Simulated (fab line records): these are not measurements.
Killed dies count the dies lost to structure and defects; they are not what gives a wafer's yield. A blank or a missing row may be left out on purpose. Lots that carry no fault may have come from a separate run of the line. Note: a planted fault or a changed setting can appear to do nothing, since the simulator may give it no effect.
Comparing a struck lot with a sound one -- flow sky130 -- 14 out of 708 route steps
Sound: the wafers L247.2, L247.5, L247.6. The struck wafers were L248.3, L248.4, L248.6. The cause comes at the end.
Per side, at each step with rows, come the tool, then ch with its chambers, and then its first start. Under that, the readings that differ: sound wafers -- struck wafers -- difference of the means -- sigmas: that difference in standard deviations of wafers without a fault.
alike: readings with means less than 2 such deviations apart, plus words and numbers identical on both sides. not compared: withheld readings, readings lacking a value on some wafer, bounds such as >300 that could conceal the same value, and numbers that have no deviation in the record and whose values overlap.
The two part at a step that has a row with sigmas, a row that says differs or no value, or rows on one side only. When numbers do not overlap yet have no deviation, they are printed without sigmas and do not part them. A reading that every wafer of one side lacks parts them only if that side has two wafers or more.

first, 4 steps without rows for these wafers: SKY_LDD_HVN_SOFTBAKE_03 (time 60 s); SKY_LDD_HVN_EXPOSE_04 (exposes mask HVNTM, target cd 700 nm); SKY_LDD_HVN_PEB_05; SKY_LDD_HVN_DEVELOP_06 (develop time 60 s).
SKY_LDD_HVN_OVL_MEAS_07:
  sound on overlay-02, day 25 12:47; struck on overlay-02, day 25 17:56
  alike: LDD_HVN_OVL
following that, these wafers have no rows for 1 step: SKY_LDD_HVN_IMPLANT_08.
SKY_LDD_HVN_STRIP_09: strips in O2/N2.
  sound on plasma asher-04 ch 0,1, day 25 12:58; struck on plasma asher-04 ch 0,1, day 25 18:08
  alike: drypump motor current A, oes product au, strip time to endpoint s
  not compared: rf hours counter h
SKY_LDD_HVN_TW_MEAS_10:
  sound on film metro-04, day 25 13:04; struck on film metro-03, day 25 18:14
reading,sound,struck,difference,sigmas
LDD_HVN_TW,1422 1414 1424,1454 1444 1430,+23,+2
then, 4 steps without rows for these wafers: SKY_LDD_HVP_DEHYDRATE_00 (time 60 s); SKY_LDD_HVP_HMDS_01 (prime time 60 s); SKY_LDD_HVP_COAT_02 (resist thk 300 nm); SKY_LDD_HVP_SOFTBAKE_03 (time 60 s).
SKY_LDD_HVP_EXPOSE_04: exposes mask HVPTM, target cd 700 nm.
  sound on iline stepper-02 ch 0, day 26 03:43; struck on iline stepper-01 ch 0, day 26 09:02
reading,sound,struck,difference,sigmas
model.LDD_HVP.overlay x nm (nm),0.529 0.529 0.529,3.066 3.066 3.066,+2.537,
  alike: mask
following that, these wafers have no rows for 1 step: SKY_LDD_HVP_PEB_05.

## WHERE THEY PART
At SKY_LDD_HVN_TW_MEAS_10 and nowhere else, as far as this record goes. Later steps at which nothing parts them and some readings are alike: SKY_LDD_HVP_EXPOSE_04.

WHY: the cause the simulator had injected
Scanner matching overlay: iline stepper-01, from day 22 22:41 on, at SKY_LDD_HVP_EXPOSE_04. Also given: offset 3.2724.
